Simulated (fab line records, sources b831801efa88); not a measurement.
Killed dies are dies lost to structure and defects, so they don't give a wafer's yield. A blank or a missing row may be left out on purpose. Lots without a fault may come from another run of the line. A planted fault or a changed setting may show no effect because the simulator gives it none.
Chamber matching | flow sky130 | SKY_LI_CONTACT_CMP_24 on cmp-02: 4 sister chambers
The step polishes, stops on PSG, t overpolish 20 s, target thk 0 nm. 4 wafers are shown with their chamber, then 12 later ones without.

WAFERS WITH THEIR CHAMBER
wafer  | chamber | motor_current_A (A)
L081.4 | 2       | 9.4
L082.5 | 1       | 10.8
L084.5 | 3       | 13.1
L084.6 | 0       | 10.8

WAFERS WITHOUT THEIR CHAMBER
wafer  | motor_current_A (A)
L087.1 | 12.9
L087.2 | 10.1
L087.5 | 12.3
L091.2 | 11.0
L091.5 | 9.7
L091.6 | 12.2
L094.3 | 11.8
L094.4 | 12.5
L094.5 | 10.5
L097.1 | 9.9
L097.3 | 11.3
L097.4 | 10.3

WHICH CHAMBER EACH WENT THROUGH
wafer  | from the rows above          | in truth
L087.1 | 3                            | 3
L087.2 | can't be placed: 2 or 0 or 1 | 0
L087.5 | can't be placed: 3 or 0 or 1 | 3
L091.2 | can't be placed: 0 or 1      | 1
L091.5 | can't be placed: 2 or 0 or 1 | 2
L091.6 | can't be placed: 3 or 0 or 1 | 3
L094.3 | can't be placed: 0 or 1 or 3 | 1
L094.4 | can't be placed: 3 or 0 or 1 | 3
L094.5 | can't be placed: 0 or 1 or 2 | 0
L097.1 | can't be placed: 2 or 0 or 1 | 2
L097.3 | can't be placed: 0 or 1      | 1
L097.4 | can't be placed: 0 or 1 or 2 | 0
Placed correctly: 1 of 12. Can't be placed from these rows: 11 (the true chamber is among the candidates in 11). Placed wrongly: 0.
How it was worked out, from the rows above alone: a wafer's distance from a chamber is the root of the sum, over the readings, of the square of ((its reading less the chamber's mean) divided by the reading's scatter). The wafer belongs to the nearest chamber; if the next one is less than 2 further off, it can't be placed. A chamber's mean is the mean of its shown wafers. The scatter: with one shown wafer a chamber, the root of the mean of the squares of how far each hidden wafer lies from its nearest shown one.
